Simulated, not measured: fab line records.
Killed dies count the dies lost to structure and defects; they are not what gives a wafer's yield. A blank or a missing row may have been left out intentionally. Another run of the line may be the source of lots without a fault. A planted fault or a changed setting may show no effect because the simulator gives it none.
A struck lot beside a sound one    flow sky130    43 steps out of a route of 708
Sound: these wafers, L229.1, L229.4, L229.6. Struck: wafers L241.2, L241.5, L241.6. Last of all comes the cause.
At each step with rows: each side's tool, then ch and its chambers, then its first start. Under that, the readings that differ: sound wafers    struck wafers    difference of the means    sigmas: that difference in standard deviations of wafers without a fault.
alike: readings whose means differ by less than 2 such deviations, and words and numbers that are the same on both sides. not compared: withheld readings, readings that some wafer has no value for, bounds like >300 that may hide the same value, and numbers for which the record gives no deviation and whose values overlap.
Wherever a step has rows on one side only, a row that says differs or no value, or a row with sigmas, the two part there. When numbers do not overlap yet have no deviation, they are printed without sigmas and do not part them. Lack of a reading on every wafer of one side parts them only where that side has two or more wafers.

first, 3 steps without rows for these wafers: SKY_CONTACT_EXPOSE_11 (exposes mask CTM1, target cd 170 nm); SKY_CONTACT_PEB_12; SKY_CONTACT_DEVELOP_13 (develop time 60 s).
SKY_CONTACT_CD_MEAS_14: target cd 170 nm.
  struck on cd_sem-01, day 37 02:20; sound on cd_sem-01, day 33 14:46
  alike: cd_nm
SKY_CONTACT_OVL_MEAS_15:
  struck on overlay-02, day 37 02:26; sound on overlay-02, day 33 14:53
  alike: CONTACT_OVL
then, 2 steps without rows for these wafers: SKY_CONTACT_ETCH_16 (etches BARC in N2/H2, stops on SiO2, time 45.9 s, target depth 60 nm); SKY_CONTACT_ETCH_17 (etches SiO2 in C4F8/O2/Ar, stops on Si3N4, target depth 340 nm).
SKY_CONTACT_ETCH_18: etches Si3N4 in CHF3/O2, stops on TiN, time 39 s, target depth 75 nm.
  sound: rie_diel-02 ch 0,2; struck: rie_diel-03 ch 0,1,3
  alike: chamber_pressure_mTorr, drypump_motor_current_A, oes_product_au, throttle_valve_pct
  not compared: rf_hours_counter_h
then, 4 steps without rows for these wafers: SKY_CONTACT_STRIP_19 (strips in O2/N2); SKY_CONTACT_STRIP_20 (strips in post etch residue remover, time 1200 s); SKY_CONTACT_CLEAN_21 (cleans in IPA, time 180 s); SKY_CONTACT_CLEAN_22 (cleans in O3/DIW).
SKY_CONTACT_SPUTTER_23: material TiN, target thk 20 nm, time 80 s.
  struck on pvd_sputter-01, day 37 03:17; sound on pvd_sputter-01, day 33 15:39
  alike: throttle_valve_pct
SKY_CONTACT_CVD_24: deposits W, target thk 340 nm, time 102.12 s.
  sound on cvd_w-02 ch 0,1, day 33 15:43; struck on cvd_w-02 ch 0,1, day 37 03:21
  alike: heater_power_w
SKY_CONTACT_RS_MEAS_25: uses a four-point probe to measure.
  struck on film_metro-04, day 37 03:29; sound on film_metro-01, day 33 15:49
  alike: CONTACT_W_RS
SKY_CONTACT_THK_MEAS_26: measures by xrf.
  struck on film_metro-04, day 37 03:35; sound on film_metro-01, day 33 15:56
  alike: CONTACT_W_THK
SKY_CONTACT_CMP_27: polishes, stops on SiO2, t overpolish 15 s, target thk 0 nm.
  sound on cmp-01 ch 1,2,3, day 33 16:00; struck on cmp-01 ch 0,1,2, day 37 03:47
  alike: motor_current_A, overpolish_run_s, platen_rpm, retaining_ring_pressure_frac, time_to_endpoint_s
then, 2 steps without rows for these wafers: SKY_METAL1_SPUTTER_00 (material Ti, target thk 15 nm, time 10 s); SKY_METAL1_SPUTTER_01 (material TiN, target thk 20 nm, time 16.7 s).
SKY_METAL1_SPUTTER_02: material AlCu, target thk 250 nm, time 13.3 s.
  struck on pvd_sputter-04, day 37 03:59; sound on pvd_sputter-04, day 33 16:21
  alike: throttle_valve_pct
then, 2 steps without rows for these wafers: SKY_METAL1_SPUTTER_03 (material Ti, target thk 5 nm, time 3.3 s); SKY_METAL1_SPUTTER_04 (material TiN, target thk 70 nm, time 58.3 s).
SKY_METAL1_RS_MEAS_05: uses a four-point probe to measure.
  struck on film_metro-03, day 37 04:06; sound on film_metro-04, day 33 16:26
  alike: METAL1_ALCU_RS
SKY_METAL1_THK_MEAS_06: measures by xrf.
  struck on film_metro-03, day 37 04:13; sound on film_metro-04, day 33 16:34
  alike: METAL1_ALCU_THK
then, 8 steps without rows for these wafers: SKY_METAL1_DEHYDRATE_07 (time 60 s); SKY_METAL1_HMDS_08 (prime time 60 s); SKY_METAL1_COAT_09 (resist thk 60 nm); SKY_METAL1_COAT_10 (resist thk 450 nm); SKY_METAL1_SOFTBAKE_11 (time 90 s); SKY_METAL1_EXPOSE_12 (exposes mask MM1, target cd 140 nm); SKY_METAL1_PEB_13; SKY_METAL1_DEVELOP_14 (develop time 60 s).
SKY_METAL1_CD_MEAS_15: target cd 140 nm.
  struck on cd_sem-01, day 38 05:53; sound on cd_sem-01, day 34 18:05
  alike: cd_nm
SKY_METAL1_OVL_MEAS_16:
  struck on overlay-01, day 38 05:59; sound on overlay-01, day 34 18:13
  alike: METAL1_OVL
then, 1 step without rows for these wafers: SKY_METAL1_DESCUM_17 (chemistry O2, time 8 s).
SKY_METAL1_ETCH_18: etches BARC in N2/H2, stops on SiO2, time 45.9 s, target depth 60 nm.
  sound on rie_metal-02 ch 0,1, day 34 18:17; struck on rie_metal-01 ch 0,1, day 38 06:02
  alike: chamber_pressure_mTorr, drypump_motor_current_A, he_backside_leak_sccm, oes_product_au, throttle_valve_pct
  not compared: rf_hours_counter_h
then, 6 steps without rows for these wafers: SKY_METAL1_METAL_ETCH_19 (etches the open film in Cl2/BCl3, stops on SiO2, target depth 360 nm, time 78 s); SKY_METAL1_STRIP_20 (strips in O2/N2); SKY_METAL1_STRIP_21 (strips in post etch residue remover, time 1200 s); SKY_METAL1_CLEAN_22 (cleans in IPA, time 180 s); SKY_METAL1_CLEAN_23 (cleans in O3/DIW); SKY_VIA1_HDPCVD_00 (deposits SiO2, target thk 1030 nm, time 171.7 s).
-- the record jumps here: 12 days lie between the struck wafers' starts before and after (it left off in module VIA1 and takes up again in module PAD_OPEN, whose first step shown is number 708 of the route) --
SKY_PAD_OPEN_PROBE_99:
  only the struck wafers here have rows in the record (prober-01, day 49 19:31); the sound ones have none

WHERE THEY PART
At SKY_PAD_OPEN_PROBE_99 and nowhere else, as far as this record goes.

WHY: what the simulator had put in
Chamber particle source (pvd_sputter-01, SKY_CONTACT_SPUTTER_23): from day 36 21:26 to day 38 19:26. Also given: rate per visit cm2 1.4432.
